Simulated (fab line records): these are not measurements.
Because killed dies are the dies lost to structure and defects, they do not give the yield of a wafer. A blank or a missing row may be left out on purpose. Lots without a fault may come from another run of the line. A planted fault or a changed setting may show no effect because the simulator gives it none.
One fault seen from 2 desks | flow sky130 | every desk sees just its own numbers, and what lay behind them comes last

== DESK OF THE TOOL OWNER: pvd_sputter-04 ==
The tool's own readings at SKY_METAL5_SPUTTER_02 (material AlCu, target thk 1150 nm, time 61.2 s): means of the sampled wafers that have a number, for each lot that ran on this tool. If a lot's mean is further than 4 standard deviations from the usual mean, the lot is out of limits and carries the mark OUT (the distance appears in the brackets).
Columns: A = cathode_dc_power_W at SKY_METAL5_SPUTTER_02, usual 10600 W; B = throttle_valve_pct at SKY_METAL5_SPUTTER_02, usual 30.3 %
lot  | first seen here | A                       | B
L418 | day 43 19:03    | 10599                   | 30.8
L420 | day 44 04:45    | 10599                   | 30.0
L421 | day 44 10:46    | 10075 (-99 or more) OUT | 29.4
L422 | day 45 01:29    | 10076 (-99 or more) OUT | 30.8
L433 | day 47 13:25    | 10600                   | 30.9
L434 | day 47 17:16    | 10599                   | 30.1
L438 | day 49 03:56    | 10599                   | 30.2
This desk's finding: out of limits on L421, L422; first on L421, day 44 10:46 (cathode_dc_power_W at SKY_METAL5_SPUTTER_02). In limits: L418, L420, L433, L434, L438.

== METROLOGY DESK ==
What the gauges read, lot by lot, whatever tool the lot ran on: means of the sampled wafers that have a number. If a lot's mean is further than 4 standard deviations from the usual mean, the lot is out of limits and carries the mark OUT (the distance appears in the brackets).
Columns: A = METAL5_ALCU_RS at SKY_METAL5_RS_MEAS_05, usual 0.02705 ohm/sq; B = METAL5_ALCU_THK at SKY_METAL5_THK_MEAS_06, usual 1148 nm
lot  | first seen here | A                  | B
L418 | day 43 19:10    | 0.02737            | 1154
L420 | day 44 04:54    | 0.02688            | 1162
L421 | day 44 10:53    | 0.02846 (+5.6) OUT | 1085
L422 | day 45 01:39    | 0.02838 (+5.3) OUT | 1084 (-4.0) OUT
L431 | day 47 05:12    | 0.02730            | 1122
L433 | day 47 13:32    | 0.02713            | 1129
L434 | day 47 17:24    | 0.02716            | 1141
L436 | day 48 03:40    | 0.02693            | 1163
L438 | day 49 04:04    | 0.02672            | 1143
Finding of this desk: L421, L422 out of limits, first seen on L421 at day 44 10:53 (METAL5_ALCU_RS at SKY_METAL5_RS_MEAS_05). In limits: L418, L420, L431, L433, L434, L436, L438.

== PUT TOGETHER ==
The tool owner's desk had the chance to raise an alarm at day 44 10:46 on L421, L422.
On L421, L422, the metrology desk was in a position to raise an alarm at day 44 10:53.
SKY_METAL5_SPUTTER_02 was run on pvd_sputter-04 by each of the lots named.

== WHAT THE SIMULATOR PUT IN ==
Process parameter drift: pvd_sputter-04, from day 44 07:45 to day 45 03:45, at SKY_METAL5_SPUTTER_02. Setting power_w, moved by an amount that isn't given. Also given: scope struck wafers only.
Lots struck among those shown: L421, L422.
Time in hours from fault onset to the first out-of-limits reading at each desk: tool owner's desk 3, metrology desk 3.
